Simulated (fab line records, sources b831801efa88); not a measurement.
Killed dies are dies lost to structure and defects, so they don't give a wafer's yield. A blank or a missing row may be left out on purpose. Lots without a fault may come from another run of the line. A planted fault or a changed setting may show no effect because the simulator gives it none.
A struck lot beside a sound one | flow sky130 | 30 steps out of a route of 708
Sound: wafers L541.1, L541.3, L541.4. Struck: wafers L560.2, L560.4, L560.5. The cause comes at the end.
At each step with rows: each side's tool, then ch and its chambers, then its first start. Under that, the readings that differ: sound wafers | struck wafers | difference of the means | sigmas: that difference in standard deviations of wafers without a fault.
alike: readings whose means differ by less than 2 such deviations, and words and numbers that are the same on both sides. not compared: withheld readings, readings that some wafer has no value for, bounds like >300 that may hide the same value, and numbers for which the record gives no deviation and whose values overlap.
The two part at a step that has a row with sigmas, a row that says differs or no value, or rows on one side only. Numbers that don't overlap but have no deviation are shown without sigmas and don't part them. A reading that every wafer of one side lacks parts them only if that side has two wafers or more.

first, 5 steps without rows for these wafers: SKY_SONOS_ONO_COAT_08 (resist thk 1140 nm); SKY_SONOS_ONO_SOFTBAKE_09 (time 60 s); SKY_SONOS_ONO_EXPOSE_10 (exposes mask ONOM, target cd 410 nm); SKY_SONOS_ONO_PEB_11; SKY_SONOS_ONO_DEVELOP_12 (develop time 60 s).
SKY_SONOS_ONO_CD_MEAS_13: target cd 410 nm.
  sound on cd_sem-01, day 14 02:06; struck on cd_sem-02, day 20 16:10
  alike: cd_nm
SKY_SONOS_ONO_OVL_MEAS_14:
  sound on overlay-01, day 14 02:13; struck on overlay-02, day 20 16:17
  alike: SONOS_ONO_OVL
SKY_SONOS_ONO_ETCH_15: etches the open film in CHF3/O2, target depth 19.52 nm, time 7.8 s.
  sound on rie_diel-03 ch 0,1,2, day 14 02:16; struck on rie_diel-04 ch 2,3, day 20 16:19
  alike: drypump_motor_current_A, oes_product_au, throttle_valve_pct
  not compared: rf_hours_counter_h
then, 1 step without rows for these wafers: SKY_SONOS_ONO_WET_ETCH_16 (etches SiO2 in dHF, target depth 14 nm, time 271.9 s).
SKY_SONOS_ONO_STRIP_17: strips in O2/N2.
  sound on plasma_asher-03 ch 0,1, day 14 02:22; struck on plasma_asher-02 ch 0,1, day 20 16:25
  reading                      | sound             | struck            | difference | sigmas
  strip_time_to_endpoint_s (s) | 14.14 14.15 14.13 | 14.05 14.03 14.01 | -0.11      | -3
  alike: drypump_motor_current_A, oes_product_au
  not compared: rf_hours_counter_h
then, 2 steps without rows for these wafers: SKY_SONOS_ONO_WET_ETCH_18 (etches Si3N4 in H3PO4, target depth 15 nm, time 172 s); SKY_GATE_OXIDE_CLEAN_00 (cleans in SC1/SC2, time 150 s).
SKY_GATE_OXIDE_OXIDATION_01: stabilise 600 s, purge 300 s, target thk 10.268 nm.
  sound on furnace-01 ch 0, day 14 02:37; struck on furnace-02 ch 0, day 20 16:38
  reading                                           | sound                | struck               | difference | sigmas
  spike_tc_bottom_C (C)                             | 922.8 922.3 922.1    | 907.4 906.1 908.4    | -15.1      | -13
  spike_tc_centre_C (C)                             | 901.3 900.5 899.9    | 886.8 886.2 887.0    | -13.9      | -14
  spike_tc_lower_C (C)                              | 902.4 900.7 901.5    | 885.4 886.3 885.4    | -15.8      | -16
  spike_tc_top_C (C)                                | 903.8 906.2 903.2    | 894.1 898.0 893.9    | -9.1       | -4
  spike_tc_upper_C (C)                              | 900.6 899.2 900.2    | 886.3 885.9 885.6    | -14.1      | -14
  tube_center_temp_C (C)                            | 900.04 899.91 899.91 | 886.73 886.87 886.96 | -13.10     | -99 or more
  tube_center_temp_C_max                            | 902.3 901.7 902.0    | 888.8 888.8 889.2    | -13.1      | -37
  zone_power_centre_pct (%)                         | 17.71 17.56 17.80    | 17.01 16.97 16.89    | -0.73      | -4
  model.SiO2_of_GATE_OXIDE_OXIDATION_01.thk_nm (nm) | 10.22 10.18 10.25    | 9.128 8.952 8.904    | -1.222     |
SKY_GATE_OXIDE_THK_MEAS_02:
  sound on film_metro-01, day 14 04:02; struck on film_metro-02, day 20 18:03
  reading                          | sound             | struck         | difference | sigmas
  GATE_OXIDE_OXIDATION_00_THK (nm) | 10.22 10.22 10.23 | 9.07 8.94 8.90 | -1.25      | -8
then, 7 steps without rows for these wafers: SKY_GATE_OXIDE_DEHYDRATE_03 (time 60 s); SKY_GATE_OXIDE_HMDS_04 (prime time 60 s); SKY_GATE_OXIDE_COAT_05 (resist thk 1140 nm); SKY_GATE_OXIDE_SOFTBAKE_06 (time 60 s); SKY_GATE_OXIDE_EXPOSE_07 (exposes mask LVOM, target cd 600 nm); SKY_GATE_OXIDE_PEB_08; SKY_GATE_OXIDE_DEVELOP_09 (develop time 60 s).
SKY_GATE_OXIDE_OVL_MEAS_10:
  sound on overlay-02, day 15 06:53; struck on overlay-01, day 22 00:40
  alike: GATE_OXIDE_OVL
then, 2 steps without rows for these wafers: SKY_GATE_OXIDE_IMPLANT_11; SKY_GATE_OXIDE_WET_ETCH_12 (etches SiO2 in dHF, target depth 16.8 nm, time 336 s).
SKY_GATE_OXIDE_STRIP_13: strips in O2/N2.
  sound on plasma_asher-02 ch 0,1, day 15 07:10; struck on plasma_asher-04 ch 0,1, day 22 00:56
  alike: drypump_motor_current_A, oes_product_au, strip_time_to_endpoint_s
  not compared: rf_hours_counter_h
SKY_GATE_OXIDE_TW_MEAS_14:
  sound on film_metro-04, day 15 07:16; struck on film_metro-02, day 22 01:03
  alike: GATE_OXIDE_TW
then, 1 step without rows for these wafers: SKY_GATE_OXIDE_CLEAN_15 (cleans in SC1/SC2, time 150 s).
SKY_GATE_OXIDE_OXIDATION_16: stabilise 600 s, purge 300 s, target thk 3.57 nm.
  sound on furnace-02 ch 0, day 15 08:41; struck on furnace-02 ch 0, day 22 01:09
  reading                                           | sound            | struck            | difference | sigmas
  model.SiO2_of_GATE_OXIDE_OXIDATION_01.thk_nm (nm) | 11.6 11.57 11.64 | 10.56 10.47 10.38 | -1.13      |
  alike: spike_tc_bottom_C, spike_tc_centre_C, spike_tc_lower_C, spike_tc_top_C, spike_tc_upper_C, tube_center_temp_C, tube_center_temp_C_max, zone_power_centre_pct
then, 1 step without rows for these wafers: SKY_POLY_GATE_CVD_00 (deposits poly-Si, target thk 180 nm, time 720 s).
-- the record jumps here: 30 days lie between the struck wafers' starts before and after (it left off in module POLY_GATE and takes up again in module PAD_OPEN, whose first step shown is number 708 of the route) --
SKY_PAD_OPEN_PROBE_99:
  sound on prober-01, day 47 14:39; struck on prober-01, day 51 14:16
  reading                                | sound                         | struck                       | difference | sigmas
  model.etest.nfet_16v.r_on_ohm_um       | 1.407e+04 1.406e+04 1.412e+04 | 1.367e+04 1.35e+04 1.351e+04 | -5.233e+02 |
  model.etest.pfet_g5v0d10v5.r_on_ohm_um | 4753 4721 4746                | 4456 4436 4484               | -281       |
  model.etest.tip_sonos.rs_ohm_sq        | 2564 2532 2582                | 2469 2431 2408               | -123       |
  model.etest.nfet_g5v0d10v5.r_on_ohm_um | 1872 1838 1869                | 1761 1748 1741               | -110       |
  model.etest.nfet_g5v0d10v5.drive_ua_um | 615.1 610.9 612               | 672.8 676.3 681.2            | +64.1      |
  model.etest.nfet_05v0_nvt.drive_ua_um  | 580.8 583.5 583.3             | 631.3 635 641                | +53.2      |
  model.etest.pfet_g5v0d10v5.drive_ua_um | 343 345.4 342.6               | 371.2 377.3 376.6            | +31.4      |
  model.etest.nfet_16v.drive_ua_um       | 223.9 225.7 223.9             | 243.8 247.5 249.9            | +22.6      |
  alike: killed_at_M0_to_M3, killed_at_M4_up, killed_at_contacts, killed_at_front_end, killed_at_other, killed_dies, killed_open, killed_short

WHERE THEY PART
First at SKY_SONOS_ONO_STRIP_17; last, within this record, at SKY_GATE_OXIDE_THK_MEAS_02. Later steps at which nothing parts them and some readings are alike: SKY_GATE_OXIDE_OVL_MEAS_10, SKY_GATE_OXIDE_STRIP_13, SKY_GATE_OXIDE_TW_MEAS_14, SKY_GATE_OXIDE_OXIDATION_16, SKY_PAD_OPEN_PROBE_99.

WHY: what the simulator had put in
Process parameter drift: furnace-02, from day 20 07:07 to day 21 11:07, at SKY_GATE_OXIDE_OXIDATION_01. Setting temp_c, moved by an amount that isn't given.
